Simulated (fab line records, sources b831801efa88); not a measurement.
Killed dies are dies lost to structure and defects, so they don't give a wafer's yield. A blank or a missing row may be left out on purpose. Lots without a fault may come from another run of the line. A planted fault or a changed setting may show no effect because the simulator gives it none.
Which tool did it? | flow sky130 | 14 lots, 42 wafers sampled, at 3 steps of a route of 708

WHAT THE GAUGES READ, wafer by wafer
The record holds no reading of a measuring or inspecting step that can be judged against a usual standard deviation.

WHICH TOOL RAN EACH LOT (tool, then ch and the chambers of the sampled wafers, then the start)
lot  | SKY_VIA2_DEVELOP_11               | SKY_VIA2_CMP_24               | SKY_METAL3_SPUTTER_03
L354 | litho_track-03 ch 0, day 36 05:00 | cmp-02 ch 0,2,3, day 36 07:04 | pvd_sputter-04, day 36 07:24
L357 | litho_track-03 ch 0, day 37 00:00 | cmp-01 ch 0,1, day 37 01:43   | pvd_sputter-01, day 37 02:06
L358 | litho_track-03 ch 0, day 37 06:00 | cmp-02 ch 0,1,3, day 37 07:58 | pvd_sputter-03, day 37 08:15
L360 | litho_track-01 ch 0, day 38 06:00 | cmp-01 ch 0,3, day 38 07:59   | pvd_sputter-04, day 38 08:19
L365 | litho_track-03, day 39 17:00      | cmp-02 ch 0,2,3, day 39 18:43 | -
L364 | litho_track-01, day 39 19:00      | cmp-02 ch 0,1, day 39 21:02   | -
L366 | litho_track-01 ch 0, day 40 01:00 | cmp-02 ch 0,1,2, day 40 02:46 | pvd_sputter-04, day 40 03:08
L368 | litho_track-01 ch 0, day 41 11:00 | cmp-02 ch 0,2,3, day 41 12:52 | pvd_sputter-01, day 41 13:05
L370 | litho_track-01 ch 0, day 41 15:00 | cmp-02 ch 1,2,3, day 41 16:55 | pvd_sputter-01, day 41 17:13
L371 | litho_track-03 ch 0, day 41 17:00 | cmp-02 ch 0,3, day 41 18:53   | pvd_sputter-01, day 41 19:16
L372 | litho_track-03 ch 0, day 41 17:00 | cmp-01 ch 0,1,2, day 41 19:26 | pvd_sputter-04, day 41 19:43
L375 | litho_track-02 ch 0, day 42 03:00 | cmp-02 ch 1,3, day 42 04:53   | pvd_sputter-04, day 42 05:13
L376 | litho_track-01 ch 0, day 42 19:00 | cmp-02 ch 0,1, day 42 20:55   | pvd_sputter-04, day 42 21:17
L377 | litho_track-01 ch 0, day 43 02:00 | cmp-02 ch 1,2,3, day 43 03:52 | pvd_sputter-03, day 43 04:05
- SKY_VIA2_DEVELOP_11: develop time 60 s.
- SKY_VIA2_CMP_24: polishes, stops on SiO2, t overpolish 20 s, target thk 0 nm.
- SKY_METAL3_SPUTTER_03: material Ti, target thk 5 nm, time 3.3 s.

WHAT THE TOOLS THEMSELVES READ (means of the sampled wafers that have a number; where no wafer has one, the mark that the record gives instead)
SKY_VIA2_DEVELOP_11.
lot  | tool           | chill_plate_temp_C (C) | resist_line_temp_C (C)
L354 | litho_track-03 | 22.93                  | 23.09
L357 | litho_track-03 | 22.93                  | 23.00
L358 | litho_track-03 | 22.93                  | 22.88
L360 | litho_track-01 | 22.88                  | 22.89
L365 | litho_track-03 | -                      | -
L364 | litho_track-01 | -                      | -
L366 | litho_track-01 | 23.02                  | 23.03
L368 | litho_track-01 | 23.01                  | 22.93
L370 | litho_track-01 | 23.03                  | 23.01
L371 | litho_track-03 | 22.93                  | 23.04
L372 | litho_track-03 | 22.98                  | 22.91
L375 | litho_track-02 | 23.16                  | 22.99
L376 | litho_track-01 | 23.06                  | 23.16
L377 | litho_track-01 | 22.85                  | 22.96

SKY_VIA2_CMP_24.
lot  | tool   | motor_current_A (A)
L354 | cmp-02 | 10.7
L357 | cmp-01 | 11.6
L358 | cmp-02 | 11.1
L360 | cmp-01 | 10.7
L365 | cmp-02 | 10.7
L364 | cmp-02 | 11.2
L366 | cmp-02 | 10.5
L368 | cmp-02 | 10.5
L370 | cmp-02 | 10.4
L371 | cmp-02 | 11.0
L372 | cmp-01 | 12.0
L375 | cmp-02 | 10.6
L376 | cmp-02 | 11.5
L377 | cmp-02 | 10.4

SKY_METAL3_SPUTTER_03.
lot  | tool           | throttle_valve_pct (%)
L354 | pvd_sputter-04 | 29.7
L357 | pvd_sputter-01 | 30.2
L358 | pvd_sputter-03 | 30.3
L360 | pvd_sputter-04 | 29.7
L366 | pvd_sputter-04 | 29.8
L368 | pvd_sputter-01 | 30.8
L370 | pvd_sputter-01 | 29.4
L371 | pvd_sputter-01 | 30.0
L372 | pvd_sputter-04 | 29.8
L375 | pvd_sputter-04 | 29.7
L376 | pvd_sputter-04 | 29.8
L377 | pvd_sputter-03 | 30.1

THE ANSWER, worked out from the rows above alone
Rule: what is usual is taken from the lots themselves. Put in order of their means at a reading, lots are off if they are a third of the lots or fewer, leave a main group of 4 or more, and stand apart from it by a gap of 3 or more times the standard deviation of the main group's means; of several such gaps the widest counts. A main group whose means are all the same, to the digits that the tables above print for the reading, isn't used. A lot without any number at a reading at which 4 lots or more have one is off too. The other lots that the step has rows for count as sound. The gauges are gone through in route order, then the tools' own readings, and for those a lot's mean is taken as printed above. The first step at which some lot is off is used, and at that step the reading that is off furthest; a lot without a number counts as furthest.
Off: L365, L364, at SKY_VIA2_DEVELOP_11 (chill_plate_temp_C). Without a number there: L365, L364. The main group: mean 22.98 C, standard deviation 0.082.
A tool fits if, at that step or a process step before it, it ran every lot that is off, and no sound lot after the first of them. None of those tried fits.

WHAT THE SIMULATOR HAD PUT IN
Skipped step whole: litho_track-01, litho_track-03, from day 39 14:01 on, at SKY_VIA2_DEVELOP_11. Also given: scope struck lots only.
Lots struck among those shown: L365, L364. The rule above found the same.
